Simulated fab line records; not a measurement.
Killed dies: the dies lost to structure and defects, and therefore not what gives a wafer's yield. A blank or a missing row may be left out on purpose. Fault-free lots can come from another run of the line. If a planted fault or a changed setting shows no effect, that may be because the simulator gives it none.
Chamber matching	flow sfq line	cmp-01 running SFQ_TRILAYER_I0_CMP_CMP_028: 4 sister chambers
The step polishes SiO2. 7 wafers are shown with their chamber, then 7 later ones without.

## EACH WAFER AND ITS CHAMBER
wafer	chamber	motor current A (A)	time to endpoint s (s)
L336.6	2	10.6	214
L338.6	2	10.1	213
L339.4	3	10.1	213
L339.1	1	7.6	218
L339.6	0	12.3	219
L343.1	1	8.0	219
L343.2	3	10.4	215

## WAFERS WITH NO CHAMBER GIVEN
wafer	motor current A (A)	time to endpoint s (s)
L343.3	12.3	206
L351.1	7.7	234
L351.4	12.7	223
L351.6	10.5	219
L353.1	7.5	234
L353.3	11.6	207
L353.6	9.9	214

## THE CHAMBER EACH PASSED THROUGH
wafer	from the rows above	in truth
L343.3	can't be placed: 2 or 3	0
L351.1	1	1
L351.4	0	0
L351.6	can't be placed: 3 or 2 or 0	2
L353.1	1	1
L353.3	can't be placed: 2 or 3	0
L353.6	can't be placed: 3 or 2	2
Correctly placed: 3 of 7. These rows do not allow placing 4 (true chamber among the candidates in 2). Wrongly placed: 0.
How it was worked out, from the rows above alone: a wafer's distance from a chamber is the root of the sum, over the readings, of the square of ((its reading less the chamber's mean) divided by the reading's scatter). If the next closest chamber is less than 2 further off than the closest, the wafer can't be placed; otherwise it belongs to the closest. A chamber's mean is the mean of its shown wafers. The scatter is the square root of a quotient: the sum, over the shown wafers, of each reading's squared deviation from its chamber's mean, divided by wafers minus chambers.
